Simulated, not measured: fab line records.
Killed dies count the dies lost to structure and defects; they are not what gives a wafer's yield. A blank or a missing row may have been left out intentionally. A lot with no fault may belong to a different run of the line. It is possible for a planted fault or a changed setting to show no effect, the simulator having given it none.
fab line records -- flow sky130
record: lots: 5, wafers: 15, last_day: 50
route steps=708 shown LOCAL_INTERCONNECT@398 CONTACT@406 PAD_OPEN@708
lots that met no fault: from a run of the same line without faults
start_h: hours from the record's opening day to when the first of the lot's shown wafers began -- wait_h: hours since the lot's step before -- " as in the row above -- L1.1+2: several wafers, shown together as one row -- - no value, or no start given -- * or withheld: withheld -- < > ~ a bound
route shown NAME@n: a module of which the file shows steps, and the number in the route of the first -- usual: average and standard deviation across the fault-free wafers -- same: alike in all rows -- chamber/n: place in a boat -- sites: each site's reading -- _std_site: standard deviation of those values -- _edge_site: inner sites' mean taken away from outer sites' mean -- radius_mm: how far each site lies from the wafer's centre -- mask NAME#n: copy n -- behind: the most recent tool/chamber to have shaped the wafer -- hold: why the lot went on hold/how many hours it stayed there/how the hold came to an end -- device: the n, p or np transistor that did not switch -- end of line: tests run on the same wafers once the route is complete -- a step with no rows: only its recipe -- killed: dies that structure and defects cost at the first sort, which is not the same as the wafer's yield -- map: a wafer's dies, x killed, . not, _ none there
set.NAME: setting as actually run; set.NAME@STEP: the setting as run at that earlier step -- model.NAME: the simulator's own value behind a step, which no gauge read
lots at some steps of the route; a table a step, a row a wafer
services: when a tool's chamber went out of use (start_h, in hours from the record's first day, below 0 if earlier), for how many hours, and the reason
== steps ==
step: SKY_LOCAL_INTERCONNECT_CD_MEAS_11
recipe: target_cd_nm: 170
usual: cd_nm: 169.8/1.6
lot.wafer,tool,chamber,start_h,wait_h,cd_nm
L881.2,cd_sem-01,-,722.15,-,170.4
L881.3,cd_sem-01,-,722.15,-,171.0
L881.5,cd_sem-01,-,722.15,-,169.5
L884.1,cd_sem-01,-,751.96,-,171.2
L884.4,cd_sem-01,-,751.96,-,170.7
L884.6,cd_sem-01,-,751.96,-,170.9
L892.3,cd_sem-02,-,816.51,-,171.3
L892.4,cd_sem-02,-,816.51,-,169.2
L892.5,cd_sem-02,-,816.51,-,169.5
L899.2,cd_sem-01,-,857.24,-,170.1
L899.4,cd_sem-01,-,857.24,-,169.2
L899.6,cd_sem-01,-,857.24,-,170.6
L900.2,cd_sem-02,-,869.89,-,169.9
L900.5,cd_sem-02,-,869.89,-,170.5
L900.6,cd_sem-02,-,869.89,-,168.0
step: SKY_LOCAL_INTERCONNECT_OVL_MEAS_12
usual: LOCAL_INTERCONNECT_OVL: 2/5.6
lot.wafer,tool,chamber,start_h,wait_h,LOCAL_INTERCONNECT_OVL[nm]
L881.2,overlay-01,-,722.25,0.1,12
L881.3,overlay-01,-,722.25,0.1,14
L881.5,overlay-01,-,722.25,0.1,7
L884.1,overlay-02,-,752.08,0.1,-2
L884.4,overlay-02,-,752.08,0.1,3
L884.6,overlay-02,-,752.08,0.1,9
L892.3,overlay-02,-,816.60,0.1,-4
L892.4,overlay-02,-,816.60,0.1,1
L892.5,overlay-02,-,816.60,0.1,0
L899.2,overlay-01,-,857.35,0.1,2
L899.4,overlay-01,-,857.35,0.1,6
L899.6,overlay-01,-,857.35,0.1,6
L900.2,overlay-01,-,869.99,0.1,6
L900.5,overlay-01,-,869.99,0.1,3
L900.6,overlay-01,-,869.99,0.1,2
step: SKY_LOCAL_INTERCONNECT_ETCH_13
recipe: chemistry: N2/H2, target: BARC, ion_energy_ev: 200, bias_w: 100, pressure_mtorr: 30, n2_flow_sccm: 100, h2_flow_sccm: 200, icp_w: 500, stop_on: SiO2, time_s: 45.9, target_depth_a: 600
usual: bias_w: 100.0/0.32, drypump_motor_current_A: 6.15/0.22, oes_product_au: 0.855/0.0047, throttle_valve_pct: 13.225/0.0092
lot.wafer,tool,chamber,start_h,wait_h,bias_w,drypump_motor_current_A,oes_product_au,rf_hours_counter_h,throttle_valve_pct
L881.2,rie_metal-01,0,722.30,0.0,100.5,6.29,0.851,-,13.212
L881.3,rie_metal-01,0,722.30,0.0,100.3,6.31,0.852,-,13.228
L881.5,rie_metal-01,0,722.30,0.0,100.7,6.27,0.848,-,13.219
L884.1,rie_metal-01,1,752.12,0.0,100.2,6.08,0.855,13,13.219
L884.4,rie_metal-01,1,752.12,0.0,100.0,6.09,0.844,-,13.225
L884.6,rie_metal-01,1,752.12,0.0,100.1,6.08,0.856,-,13.220
L892.3,rie_metal-03,0,816.66,0.1,100.3,5.95,0.856,-,13.221
L892.4,rie_metal-03,0,816.66,0.1,100.2,6.02,0.860,-,13.212
L892.5,rie_metal-03,0,816.66,0.1,99.8,6.00,0.848,-,13.214
L899.2,rie_metal-01,0,857.41,0.1,100.1,6.28,0.851,-,13.243
L899.4,rie_metal-01,0,857.41,0.1,99.6,6.26,0.843,-,13.228
L899.6,rie_metal-01,0,857.41,0.1,99.8,6.28,0.852,-,13.221
L900.2,rie_metal-03,1,870.02,0.0,100.3,5.64,0.853,9,13.220
L900.5,rie_metal-03,1,870.02,0.0,100.3,5.63,0.861,-,13.231
L900.6,rie_metal-03,0,870.02,0.0,100.0,5.96,0.853,-,13.258
step: SKY_LOCAL_INTERCONNECT_METAL_ETCH_14
recipe: target_depth_nm: 110, stop_on: PSG, chemistry: Cl2/BCl3, target: TiN, resist_sidewall_deg: 88, pressure_mtorr: 10, icp_w: 900, bias_w: 48.5, Cl2_flow_sccm: 60, bcl3_flow_sccm: 30, time_s: 31.4
usual: bcl3_flow_sccm: 30.00/0.085, bias_w: 48.51/0.15, drypump_motor_current_A: 6.14/0.22, mfc_cl2_sccm: 59.98/0.18, oes_product_au: 0.942/0.0077, throttle_valve_pct: 21.900/0.011
lot.wafer,tool,chamber,start_h,wait_h,bcl3_flow_sccm,bias_w,drypump_motor_current_A,mfc_cl2_sccm,oes_product_au,rf_hours_counter_h,throttle_valve_pct
L881.2,rie_metal-01,0,722.43,0.1,30.01,48.38,6.27,59.86,0.936,-,21.913
L881.3,rie_metal-01,0,722.43,0.1,29.96,48.37,6.25,59.94,0.937,-,21.897
L881.5,rie_metal-01,0,722.43,0.1,29.96,48.46,6.26,60.17,0.953,-,21.914
L884.1,rie_metal-01,1,752.18,0.0,30.18,48.64,6.07,60.05,0.943,13,21.912
L884.4,rie_metal-01,1,752.18,0.0,30.09,48.79,6.06,60.19,0.940,-,21.904
L884.6,rie_metal-01,1,752.18,0.0,30.03,48.45,6.05,60.25,0.936,-,21.900
L892.3,rie_metal-03,0,816.78,0.1,30.08,48.56,5.99,60.17,0.937,-,21.894
L892.4,rie_metal-03,0,816.78,0.1,30.01,48.57,6.00,59.93,0.955,-,21.891
L892.5,rie_metal-03,0,816.78,0.1,30.03,48.62,5.97,60.28,0.949,-,21.884
L899.2,rie_metal-01,0,857.57,0.1,30.01,48.13,6.29,60.00,0.946,-,21.895
L899.4,rie_metal-01,0,857.57,0.1,29.97,48.20,6.27,59.87,0.949,-,21.894
L899.6,rie_metal-01,0,857.57,0.1,30.02,48.32,6.26,59.97,0.943,-,21.888
L900.2,rie_metal-03,1,870.08,0.0,29.95,48.45,5.62,59.83,0.941,9,21.894
L900.5,rie_metal-03,1,870.08,0.0,30.05,48.21,5.61,59.73,0.939,-,21.900
L900.6,rie_metal-03,0,870.08,0.0,29.94,48.35,6.02,60.13,0.944,-,21.894
step: SKY_LOCAL_INTERCONNECT_STRIP_15
recipe: chemistry: O2/N2, power_w: 1400, pressure_mtorr: 1500, platen_temp_c: withheld, o2_flow_sccm: 3000, n2_flow_sccm: 300, overash_fraction: 0.5
usual: drypump_motor_current_A: 5.6/0.58, oes_product_au: 0.427/0.0047, strip_time_to_endpoint_s: 4.715/0.021
same: overash_fraction: 0.5
lot.wafer,tool,chamber,start_h,wait_h,drypump_motor_current_A,oes_product_au,rf_hours_counter_h,strip_time_to_endpoint_s
L881.2,plasma_asher-03,1,722.51,0.1,5.3,0.420,89,4.714
L881.3,plasma_asher-03,0,722.51,0.1,5.8,0.433,-,4.695
L881.5,plasma_asher-03,0,722.51,0.1,5.8,0.424,-,4.696
L884.1,plasma_asher-04,1,752.24,0.0,4.7,0.427,1,4.722
L884.4,plasma_asher-04,1,752.24,0.0,4.7,0.436,-,4.730
L884.6,plasma_asher-04,1,752.24,0.0,4.7,0.424,-,4.718
L892.3,plasma_asher-04,1,816.88,0.1,4.7,0.424,-,4.680
L892.4,plasma_asher-04,0,816.88,0.1,6.5,0.427,-,4.712
L892.5,plasma_asher-04,1,816.88,0.1,4.7,0.425,-,4.687
L899.2,plasma_asher-04,0,857.69,0.1,6.5,0.427,12,4.672
L899.4,plasma_asher-04,1,857.69,0.1,4.7,0.424,-,4.666
L899.6,plasma_asher-04,1,857.69,0.1,4.7,0.431,-,4.687
L900.2,plasma_asher-01,0,870.14,0.0,6.2,0.428,69,4.684
L900.5,plasma_asher-01,1,870.14,0.0,5.4,0.431,-,4.698
L900.6,plasma_asher-01,0,870.14,0.0,6.2,0.429,-,4.703
step: SKY_LOCAL_INTERCONNECT_STRIP_16
recipe: chemistry: post_etch_residue_remover, time_s: 1200, temp_c: 72.5
step: SKY_LOCAL_INTERCONNECT_CLEAN_17
recipe: chemistry: IPA, time_s: 180, temp_c: 25
step: SKY_LOCAL_INTERCONNECT_CLEAN_18
recipe: chemistry: O3/DIW, dry: n2_spin
step: SKY_CONTACT_CVD_00
recipe: material: Si3N4, target_thk_nm: 75, temp_c: 400, time_s: withheld, rf_w: 450
usual: heater_power_w: 762/130, susceptor_temp_C: 400.01/0.2
lot.wafer,tool,chamber,start_h,wait_h,heater_power_w,susceptor_temp_C
L881.2,pecvd-03,1,723.10,0.0,582,399.95
L881.3,pecvd-03,0,723.10,0.0,870,399.72
L881.5,pecvd-03,1,723.10,0.0,591,400.00
L884.1,pecvd-03,1,752.83,0.0,538,399.77
L884.4,pecvd-03,1,752.83,0.0,543,399.66
L884.6,pecvd-03,0,752.83,0.0,681,400.08
L892.3,pecvd-03,0,817.52,0.0,842,399.68
L892.4,pecvd-03,2,817.52,0.0,769,400.14
L892.5,pecvd-03,1,817.52,0.0,575,400.01
L899.2,pecvd-02,2,858.28,0.0,907,399.77
L899.4,pecvd-02,2,858.28,0.0,895,399.76
L899.6,pecvd-02,0,858.28,0.0,860,400.34
L900.2,pecvd-03,0,870.73,0.0,856,399.65
L900.5,pecvd-03,2,870.73,0.0,880,400.00
L900.6,pecvd-03,0,870.73,0.0,720,400.00
step: SKY_CONTACT_THK_MEAS_01
recipe: reads: Si3N4_of_CONTACT_CVD_00
usual: CONTACT_CVD_00_THK: 74.9/1.2
lot.wafer,tool,chamber,start_h,wait_h,CONTACT_CVD_00_THK[nm]
L881.2,film_metro-01,-,723.15,-,74.0
L881.3,film_metro-01,-,723.15,-,74.5
L881.5,film_metro-01,-,723.15,-,75.8
L884.1,film_metro-02,-,752.86,-,75.6
L884.4,film_metro-02,-,752.86,-,76.5
L884.6,film_metro-02,-,752.86,-,76.3
L892.3,film_metro-01,-,817.58,-,75.8
L892.4,film_metro-01,-,817.58,-,74.8
L892.5,film_metro-01,-,817.58,-,76.2
L899.2,film_metro-01,-,858.33,-,73.9
L899.4,film_metro-01,-,858.33,-,75.0
L899.6,film_metro-01,-,858.33,-,74.5
L900.2,film_metro-02,-,870.79,-,73.9
L900.5,film_metro-02,-,870.79,-,73.1
L900.6,film_metro-02,-,870.79,-,75.1
step: SKY_CONTACT_HDPCVD_02
recipe: material: SiO2, target_thk_nm: 565, sigma_open_frac: 0.3, time_s: 94.2, temp_c: 600, sih4_flow_sccm: 60, pressure_mtorr: 6
step: SKY_CONTACT_THK_MEAS_03
recipe: reads: SiO2_of_CONTACT_HDPCVD_02
usual: CONTACT_HDPCVD_THK: 566/5.2
lot.wafer,tool,chamber,start_h,wait_h,CONTACT_HDPCVD_THK[nm]
L881.2,film_metro-04,-,723.28,0.0,558
L881.3,film_metro-04,-,723.28,0.0,566
L881.5,film_metro-04,-,723.28,0.0,573
L884.1,film_metro-04,-,752.99,0.0,568
L884.4,film_metro-04,-,752.99,0.0,574
L884.6,film_metro-04,-,752.99,0.0,571
L892.3,film_metro-01,-,817.71,0.1,568
L892.4,film_metro-01,-,817.71,0.1,568
L892.5,film_metro-01,-,817.71,0.1,568
L899.2,film_metro-04,-,858.46,0.0,559
L899.4,film_metro-04,-,858.46,0.0,558
L899.6,film_metro-04,-,858.46,0.0,561
L900.2,film_metro-04,-,870.92,0.0,567
L900.5,film_metro-04,-,870.92,0.0,568
L900.6,film_metro-04,-,870.92,0.0,576
step: SKY_CONTACT_CMP_04
recipe: material: SiO2, down_force_psi: 4, platen_rpm: 60, pad_velocity_m_s: 0.94248
usual: head_pressure_psi: 3.999/0.0082, motor_current_A: 12.6/1.8, platen_rpm: 60.01/0.043, slurry_filter_dp_kPa: 13.51/0.15, time_to_endpoint_s: 81/4.1
lot.wafer,tool,chamber,start_h,wait_h,head_pressure_psi,motor_current_A,platen_rpm,slurry_filter_dp_kPa,time_to_endpoint_s
L881.3,cmp-01,1,723.38,0.1,4.002,13.9,59.97,13.46,81
L881.2,cmp-01,2,723.38,0.1,4.000,14.2,59.96,13.46,79
L881.5,cmp-01,0,723.38,0.1,3.993,11.6,59.99,13.31,79
L884.1,cmp-01,2,753.05,0.1,4.005,14.4,60.00,13.46,90
L884.4,cmp-01,0,753.05,0.1,3.420,10.8,60.07,13.56,100
L884.6,cmp-01,2,753.05,0.1,4.002,14.5,59.98,13.25,90
L892.4,cmp-02,0,817.75,0.0,4.000,10.7,60.08,13.36,80
L892.3,cmp-02,3,817.75,0.0,4.005,14.7,60.03,13.50,85
L892.5,cmp-02,1,817.75,0.0,3.990,11.0,60.00,13.61,86
L899.2,cmp-02,3,858.51,0.0,3.996,15.3,60.04,13.37,77
L899.4,cmp-02,0,858.51,0.0,3.996,11.2,60.04,13.89,72
L899.6,cmp-02,3,858.51,0.0,3.999,14.4,60.02,13.73,83
L900.2,cmp-02,1,871.07,0.1,4.012,11.5,60.02,13.82,84
L900.6,cmp-02,3,871.07,0.1,4.004,14.4,60.00,13.36,87
L900.5,cmp-02,0,871.07,0.1,3.992,11.3,59.93,13.39,77
step: SKY_CONTACT_BOW_MEAS_05
recipe: mode: bow
usual: CONTACT_BOW: 81/8.1
lot.wafer,tool,chamber,start_h,wait_h,CONTACT_BOW[um]
L881.2,film_metro-01,-,723.65,0.2,88
L881.3,film_metro-01,-,723.65,0.2,82
L881.5,film_metro-01,-,723.65,0.2,95
L884.1,film_metro-04,-,753.35,0.2,87
L884.4,film_metro-04,-,753.35,0.2,85
L884.6,film_metro-04,-,753.35,0.2,98
L892.3,film_metro-01,-,818.09,0.1,73
L892.4,film_metro-01,-,818.09,0.1,74
L892.5,film_metro-01,-,818.09,0.1,72
L899.2,film_metro-01,-,858.83,0.3,80
L899.4,film_metro-01,-,858.83,0.3,78
L899.6,film_metro-01,-,858.83,0.3,73
L900.2,film_metro-01,-,871.29,0.2,76
L900.5,film_metro-01,-,871.29,0.2,74
L900.6,film_metro-01,-,871.29,0.2,64
step: SKY_PAD_OPEN_PROBE_99
usual: killed_at_M0_to_M3: 43/6.4, killed_at_M4_up: 2.9/1.7, killed_at_contacts: 24/5, killed_at_front_end: 15/4, killed_at_other: 0.4/0.62, killed_dies: 86/9.3, killed_open: 47/6.8, killed_short: 38/5.8
same: gross_dies: 492, killed_at_back_side: 0
lot.wafer,tool,chamber,start_h,wait_h,killed_at_M0_to_M3,killed_at_M4_up,killed_at_contacts,killed_at_front_end,killed_at_other,killed_dies,killed_open,killed_short
L881.2,prober-01,-,1087.80,0.1,45,3,22,13,0,83,45,38
L881.3,prober-01,-,1087.85,0.2,38,3,22,17,0,80,42,38
L881.5,prober-01,-,1087.95,0.2,40,3,18,12,0,73,40,33
L884.1,prober-02,-,1109.81,0.1,40,2,11,11,1,65,37,28
L884.4,prober-02,-,1109.96,0.2,47,1,20,15,0,83,44,39
L884.6,prober-02,-,1110.06,0.2,36,2,29,12,0,79,38,40
L892.3,prober-01,-,1155.91,0.2,48,1,29,15,0,93,58,35
L892.4,prober-01,-,1155.96,0.2,39,2,22,14,0,77,35,42
L892.5,prober-01,-,1156.01,0.2,47,4,30,16,0,97,53,42
L899.2,prober-02,-,1185.54,0.1,34,3,21,11,1,70,39,30
L899.4,prober-02,-,1185.64,0.2,39,5,26,11,1,82,48,34
L899.6,prober-02,-,1185.74,0.2,46,2,27,9,0,84,50,34
L900.2,prober-01,-,1190.39,0.1,51,3,31,14,0,99,57,42
L900.5,prober-01,-,1190.54,0.2,48,4,31,13,1,97,51,45
L900.6,prober-01,-,1190.59,0.2,39,3,38,12,1,93,55,38
killed by level:class
L881.2 LI_CONTACT:geometric_particle:open=10 VIA3:geometric_particle:open=10 VIA1:geometric_particle:short=8 VIA1:geometric_particle:open=8 FIELD_ISO:geometric_particle:short=5 METAL1:geometric_particle:short=4 VIA2:geometric_particle:open=4 POLY_GATE:geometric_particle:open=3
L881.3 LI_CONTACT:geometric_particle:open=8 METAL1:geometric_particle:short=6 CONTACT:geometric_particle:open=6 VIA2:geometric_particle:open=6 FIELD_ISO:geometric_particle:open=5 METAL2:geometric_particle:short=5 VIA1:geometric_particle:open=5 VIA3:geometric_particle:open=4
L881.5 VIA1:geometric_particle:open=11 CONTACT:geometric_particle:open=7 CONTACT:geometric_particle:short=6 VIA1:geometric_particle:short=6 METAL1:geometric_particle:short=5 VIA2:geometric_particle:open=5 FIELD_ISO:geometric_particle:open=4 LI_CONTACT:geometric_particle:open=3
L884.1 VIA1:geometric_particle:open=13 METAL2:geometric_particle:short=9 VIA3:geometric_particle:open=7 FIELD_ISO:geometric_particle:open=4 CONTACT:geometric_particle:open=4 METAL1:geometric_particle:short=4 POLY_GATE:geometric_particle:short=3 VIA2:geometric_particle:open=3
L884.4 VIA1:geometric_particle:open=13 CONTACT:geometric_particle:short=8 VIA3:geometric_particle:open=7 LI_CONTACT:geometric_particle:open=6 METAL1:geometric_particle:short=6 METAL2:geometric_particle:short=5 FIELD_ISO:geometric_particle:short=4 POLY_GATE:geometric_particle:open=4
L884.6 LI_CONTACT:geometric_particle:open=9 CONTACT:geometric_particle:short=6 CONTACT:geometric_particle:open=6 FIELD_ISO:geometric_particle:open=5 LOCAL_INTERCONNECT:geometric_particle:short=5 VIA1:geometric_particle:open=5 METAL2:geometric_particle:short=5 METAL1:geometric_particle:short=4
L892.3 CONTACT:geometric_particle:open=14 VIA1:geometric_particle:open=10 VIA3:geometric_particle:open=10 VIA2:geometric_particle:open=7 CONTACT:geometric_particle:short=7 FIELD_ISO:geometric_particle:open=6 LI_CONTACT:geometric_particle:open=5 METAL1:geometric_particle:short=5
L892.4 CONTACT:geometric_particle:open=12 VIA1:geometric_particle:short=8 VIA1:geometric_particle:open=7 METAL1:geometric_particle:short=5 LOCAL_INTERCONNECT:geometric_particle:short=5 METAL3:geometric_particle:short=5 VIA3:geometric_particle:open=5 CONTACT:geometric_particle:short=4
L892.5 CONTACT:geometric_particle:open=14 VIA1:geometric_particle:open=10 VIA2:geometric_particle:open=9 LI_CONTACT:geometric_particle:open=7 CONTACT:geometric_particle:short=6 METAL3:geometric_particle:short=6 FIELD_ISO:geometric_particle:short=5 METAL1:geometric_particle:short=4
L899.2 CONTACT:geometric_particle:open=9 VIA1:geometric_particle:open=9 LI_CONTACT:geometric_particle:open=7 VIA1:geometric_particle:short=6 METAL1:geometric_particle:short=5 VIA2:geometric_particle:short=3 VIA2:geometric_particle:open=3 VIA3:geometric_particle:open=3
L899.4 VIA2:geometric_particle:open=10 LI_CONTACT:geometric_particle:open=9 CONTACT:geometric_particle:open=8 VIA1:geometric_particle:open=6 VIA1:geometric_particle:short=5 METAL2:geometric_particle:short=5 METAL4:geometric_particle:short=5 FIELD_ISO:geometric_particle:short=4
L899.6 LI_CONTACT:geometric_particle:open=11 VIA1:geometric_particle:open=10 VIA2:geometric_particle:open=9 CONTACT:geometric_particle:open=7 METAL1:geometric_particle:short=7 CONTACT:geometric_particle:short=4 VIA1:geometric_particle:short=4 VIA3:geometric_particle:open=4
L900.2 VIA1:geometric_particle:open=11 CONTACT:geometric_particle:open=11 VIA2:geometric_particle:open=11 VIA1:geometric_particle:short=8 LOCAL_INTERCONNECT:geometric_particle:short=7 LI_CONTACT:geometric_particle:open=7 METAL2:geometric_particle:short=6 VIA3:geometric_particle:open=6
L900.5 CONTACT:geometric_particle:open=10 LI_CONTACT:geometric_particle:open=8 METAL2:geometric_particle:short=7 VIA3:geometric_particle:open=7 VIA2:geometric_particle:open=6 LOCAL_INTERCONNECT:geometric_particle:short=5 VIA1:geometric_particle:short=5 METAL3:geometric_particle:short=5
L900.6 CONTACT:geometric_particle:open=14 VIA1:geometric_particle:open=11 LOCAL_INTERCONNECT:geometric_particle:short=9 VIA3:geometric_particle:open=7 LI_CONTACT:geometric_particle:open=6 VIA2:geometric_particle:open=6 CONTACT:geometric_particle:short=6 VIA1:geometric_particle:short=6
== services ==
tool,chamber,start_h,hours,kind
pecvd-03,2,699.77,3.6,repair
rie_metal-01,1,708.70,19.3,repair
cmp-01,-,732.94,5.1,pm
plasma_asher-04,-,733.75,9.0,pm
plasma_asher-04,0,733.75,9.0,vent_cycle
plasma_asher-04,1,733.75,9.0,vent_cycle
cmp-02,-,751.43,4.0,pm
plasma_asher-03,-,765.19,2.8,pm
cmp-01,-,781.66,5.1,pm
plasma_asher-04,-,784.45,4.2,repair
cmp-01,-,788.21,1.5,repair
plasma_asher-01,-,794.23,10.0,pm
cmp-02,-,809.67,6.1,repair
cmp-02,-,821.56,0.5,repair
plasma_asher-01,-,827.18,2.3,repair
pecvd-02,-,838.65,2.4,repair
cmp-02,-,848.98,3.1,repair
cmp-02,-,852.05,6.3,pm
rie_metal-01,1,852.15,1.1,repair
pecvd-03,2,853.27,2.1,scheduled_down
rie_metal-01,1,853.27,-,clean
rie_metal-01,1,853.27,14.5,scheduled_down
rie_metal-01,1,853.27,14.5,vent_cycle
pecvd-03,1,861.87,16.5,scheduled_down
== key ==
first_sign: step: SKY_CONTACT_CMP_04, reading: head_pressure_psi, direction: down, sigmas: 71, usual: 3.999, struck: 3.420
effect: step: SKY_CONTACT_CMP_04, reading: time_to_endpoint_s, direction: up, sigmas: 4.5, usual: *, struck: *
met_at SKY_CONTACT_CMP_04
struck_wafers L884.4
tester_left_out L884
onset_between 723.38 753.05
fault: kind: process_parameter_drift, tool: cmp-01, chamber: 0, onset_h: 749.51, steps: SKY_CONTACT_CMP_04, channel: down_force_psi, offset: -0.57179, shape: step, end_h: 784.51, acts_in: these_recipes_only, stated: 4
tester_left_out: of these lots the tester's yield and bins aren't shown, on N5 and GAA mostly nor the transistor test; their killed dies are dies lost to structure and defects alone, not to doping, threshold or leakage, so they don't give the yield
